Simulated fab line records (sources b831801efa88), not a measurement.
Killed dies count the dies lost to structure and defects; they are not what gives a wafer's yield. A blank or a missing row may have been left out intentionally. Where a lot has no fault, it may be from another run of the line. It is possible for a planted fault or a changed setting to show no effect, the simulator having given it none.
Chamber matching / flow sky130 / 4 sister chambers for SKY_LI_CONTACT_CMP_24 on cmp-01
The step polishes, stops on PSG, t overpolish 20 s, target thk 0 nm. 20 wafers are shown with their chamber, then 10 later ones without.

## WAFERS, EACH WITH ITS CHAMBER
wafer=L113.2; chamber=1; motorCurrentA (A)=11.0; overpolishRunS (s)=20.004; timeToEndpointS (s)=99
wafer=L113.3; chamber=0; motorCurrentA (A)=10.7; overpolishRunS (s)=19.995; timeToEndpointS (s)=94
wafer=L113.6; chamber=3; motorCurrentA (A)=11.5; overpolishRunS (s)=19.981; timeToEndpointS (s)=100
wafer=L114.3; chamber=1; motorCurrentA (A)=10.9; overpolishRunS (s)=19.997; timeToEndpointS (s)=99
wafer=L114.4; chamber=2; motorCurrentA (A)=9.0; overpolishRunS (s)=19.999; timeToEndpointS (s)=97
wafer=L114.5; chamber=0; motorCurrentA (A)=10.5; overpolishRunS (s)=20.003; timeToEndpointS (s)=97
wafer=L118.2; chamber=2; motorCurrentA (A)=9.7; overpolishRunS (s)=20.004; timeToEndpointS (s)=104
wafer=L118.4; chamber=1; motorCurrentA (A)=11.5; overpolishRunS (s)=19.998; timeToEndpointS (s)=103
wafer=L118.6; chamber=2; motorCurrentA (A)=9.1; overpolishRunS (s)=19.993; timeToEndpointS (s)=101
wafer=L119.4; chamber=3; motorCurrentA (A)=11.3; overpolishRunS (s)=19.994; timeToEndpointS (s)=97
wafer=L119.5; chamber=1; motorCurrentA (A)=11.3; overpolishRunS (s)=20.008; timeToEndpointS (s)=100
wafer=L119.6; chamber=2; motorCurrentA (A)=9.8; overpolishRunS (s)=19.996; timeToEndpointS (s)=98
wafer=L120.2; chamber=3; motorCurrentA (A)=11.9; overpolishRunS (s)=19.996; timeToEndpointS (s)=93
wafer=L120.3; chamber=2; motorCurrentA (A)=9.7; overpolishRunS (s)=19.999; timeToEndpointS (s)=99
wafer=L120.6; chamber=3; motorCurrentA (A)=12.0; overpolishRunS (s)=20.003; timeToEndpointS (s)=101
wafer=L122.1; chamber=2; motorCurrentA (A)=10.0; overpolishRunS (s)=19.982; timeToEndpointS (s)=95
wafer=L122.2; chamber=1; motorCurrentA (A)=10.9; overpolishRunS (s)=20.005; timeToEndpointS (s)=95
wafer=L122.3; chamber=3; motorCurrentA (A)=12.4; overpolishRunS (s)=19.997; timeToEndpointS (s)=95
wafer=L123.1; chamber=0; motorCurrentA (A)=10.6; overpolishRunS (s)=19.997; timeToEndpointS (s)=97
wafer=L123.2; chamber=3; motorCurrentA (A)=11.7; overpolishRunS (s)=19.992; timeToEndpointS (s)=98

SIGNATURES, as means of the wafers listed above
reading=motorCurrentA; chamber 0=10.600; chamber 1=11.120; chamber 2=9.550; chamber 3=11.800; scatter within a chamber=0.343
reading=overpolishRunS; chamber 0=19.99833; chamber 1=20.00240; chamber 2=19.99550; chamber 3=19.99383; scatter within a chamber=0.0065
reading=timeToEndpointS; chamber 0=96.00; chamber 1=99.20; chamber 2=99.00; chamber 3=97.33; scatter within a chamber=2.9
Rule: a wafer's distance from a chamber is the root of the sum, over the readings, of the square of ((its reading less the chamber's mean) divided by the reading's scatter). If the next closest chamber is less than 2 further off than the closest, the wafer can't be placed; otherwise it belongs to the closest. The scatter is the square root of a quotient: the sum, over the shown wafers, of each reading's squared deviation from its chamber's mean, divided by wafers minus chambers.

## WAFERS WHOSE CHAMBER IS MISSING
wafer=L123.4; motorCurrentA (A)=9.5; overpolishRunS (s)=20.004; timeToEndpointS (s)=98
wafer=L131.1; motorCurrentA (A)=11.2; overpolishRunS (s)=19.996; timeToEndpointS (s)=100
wafer=L131.4; motorCurrentA (A)=10.4; overpolishRunS (s)=19.995; timeToEndpointS (s)=96
wafer=L131.6; motorCurrentA (A)=9.6; overpolishRunS (s)=20.012; timeToEndpointS (s)=96
wafer=L133.1; motorCurrentA (A)=11.8; overpolishRunS (s)=20.009; timeToEndpointS (s)=91
wafer=L133.2; motorCurrentA (A)=11.6; overpolishRunS (s)=20.008; timeToEndpointS (s)=95
wafer=L133.6; motorCurrentA (A)=11.6; overpolishRunS (s)=19.995; timeToEndpointS (s)=96
wafer=L136.2; motorCurrentA (A)=11.1; overpolishRunS (s)=19.997; timeToEndpointS (s)=94
wafer=L136.3; motorCurrentA (A)=9.7; overpolishRunS (s)=19.998; timeToEndpointS (s)=99
wafer=L136.4; motorCurrentA (A)=11.9; overpolishRunS (s)=19.998; timeToEndpointS (s)=94

## THE CHAMBER EACH PASSED THROUGH
wafer=L123.4; from the rows above=2; in truth=2
wafer=L131.1; from the rows above=can't be placed: 1 or 3 or 0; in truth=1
wafer=L131.4; from the rows above=can't be placed: 0 or 1 or 2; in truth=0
wafer=L131.6; from the rows above=can't be placed: 2 or 0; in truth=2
wafer=L133.1; from the rows above=can't be placed: 3 or 1 or 0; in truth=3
wafer=L133.2; from the rows above=can't be placed: 1 or 3 or 0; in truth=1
wafer=L133.6; from the rows above=can't be placed: 3 or 1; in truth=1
wafer=L136.2; from the rows above=can't be placed: 0 or 1 or 3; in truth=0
wafer=L136.3; from the rows above=2; in truth=2
wafer=L136.4; from the rows above=can't be placed: 3 or 1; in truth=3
Placed correctly: 2 of 10. Not placeable from these rows: 8 (in 8, the candidates include the true chamber). Placed wrongly: 0.
